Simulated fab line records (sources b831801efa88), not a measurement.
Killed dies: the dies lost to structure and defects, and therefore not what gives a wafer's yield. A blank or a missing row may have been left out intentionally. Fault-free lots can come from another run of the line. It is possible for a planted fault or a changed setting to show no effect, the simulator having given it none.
What tool caused it? | flow sky130 | 13 lots, 39 wafers sampled, at 2 steps of a route of 708

## WHAT THE GAUGES READ, wafer by wafer
SKY_CONTACT_THK_MEAS_26: measures by xrf. Usual: CONTACT_W_THK typically reads 341 nm, with standard deviation 4.9.
lot  | measured     | on           | CONTACT_W_THK (nm) | flag
L429 | day 32 07:19 | filmMetro-04 | 341 341 340        | 
L430 | day 32 18:08 | filmMetro-04 | 337 335 333        | 
L431 | day 33 01:20 | filmMetro-03 | 341 337 339        | 
L432 | day 33 10:59 | filmMetro-04 | 336 339 333        | 
L433 | day 33 22:29 | filmMetro-04 | 344 343 342        | 
L434 | day 34 22:17 | filmMetro-03 | 335 339 336        | 
L436 | day 35 12:23 | filmMetro-01 | 335 339 341        | 
L435 | day 35 13:38 | filmMetro-03 | 339 347 339        | 
L439 | day 35 22:30 | filmMetro-01 | 337 345 337        | 
L442 | day 36 19:59 | filmMetro-04 | 338 340 338        | 
L444 | day 37 19:05 | filmMetro-04 | 335 339 338        | 
L445 | day 37 20:40 | filmMetro-04 | 334 340 335        | 
L447 | day 38 05:28 | filmMetro-01 | 341 341 344        | 

## WHAT TOOL EACH LOT RAN ON (gives the tool, then ch and the chambers of the sampled wafers, and finally the start)
lot  | SKY_SD_N_DEVELOP_06
L429 | lithoTrack-02 ch 0, day 28 13:33
L430 | lithoTrack-01 ch 0, day 29 00:34
L431 | lithoTrack-02 ch 0, day 29 07:06
L432 | lithoTrack-01 ch 0, day 29 17:07
L433 | lithoTrack-02 ch 0, day 30 05:30
L434 | lithoTrack-02 ch 0, day 31 06:09
L436 | lithoTrack-01 ch 0, day 31 20:44
L435 | lithoTrack-01 ch 0, day 31 21:58
L439 | lithoTrack-01 ch 0, day 32 06:55
L442 | lithoTrack-02 ch 0, day 33 06:18
L444 | lithoTrack-02 ch 0, day 34 05:35
L445 | lithoTrack-02 ch 0, day 34 06:45
L447 | lithoTrack-01 ch 0, day 34 15:44
- SKY_SD_N_DEVELOP_06: develop time 60 s.

## WHAT THE TOOLS THEMSELVES READ (means of the sampled wafers that have a number; where no wafer has one, the mark that the record gives instead)
SKY_SD_N_DEVELOP_06. Usual: developerTempC 23.02 C, standard deviation 0.11.
lot  | tool          | developerTempC (C) | flag
L429 | lithoTrack-02 | 23.05              | 
L430 | lithoTrack-01 | 23.15              | 
L431 | lithoTrack-02 | 22.94              | 
L432 | lithoTrack-01 | 22.96              | 
L433 | lithoTrack-02 | 22.98              | 
L434 | lithoTrack-02 | 22.91              | 
L436 | lithoTrack-01 | 22.96              | 
L435 | lithoTrack-01 | 23.08              | 
L439 | lithoTrack-01 | 23.09              | 
L442 | lithoTrack-02 | 22.13              | OFF
L444 | lithoTrack-02 | 22.10              | OFF
L445 | lithoTrack-02 | 22.28              | OFF
L447 | lithoTrack-01 | 22.93              | 

## THE ANSWER, worked out from the rows above alone
Rule: take the mean of a lot's wafers that have a number; if it is more than 3 standard deviations from the usual mean, the lot is off. A lot without any number at a reading at which 4 lots or more have one is off too. Where the step has rows for the other lots, those lots are counted as sound. Order of review: gauges by route order, followed by the tools' own readings, for which a lot's mean as printed above is used. At the first step where some lot is off, the reading lying furthest off is the one used; lots without a number count as furthest.
Off, at SKY_SD_N_DEVELOP_06 on developerTempC: L442, L444, L445.
A tool fits if, at that step or a process step before it, it ran every lot that is off, and no sound lot after the first of them. One candidate fits, namely lithoTrack-02 at SKY_SD_N_DEVELOP_06. A fault onset in the window from L434 (day 31 06:09, its last sound lot) to L442 (day 33 06:18, its first lot off) fits.
The tool's own readings at SKY_SD_N_DEVELOP_06 bear it out: on the lots that are off they differ by more than 5 times the standard deviation of the sound lots' means. developerTempC reads 22.17 C there against 23.00 C on the sound lots.

## WHAT THE SIMULATOR HAD PUT IN
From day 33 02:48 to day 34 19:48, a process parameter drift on lithoTrack-02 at SKY_SD_N_DEVELOP_06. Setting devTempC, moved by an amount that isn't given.
Struck lots among those shown: L442, L444, L445. The rule given above showed the same thing.
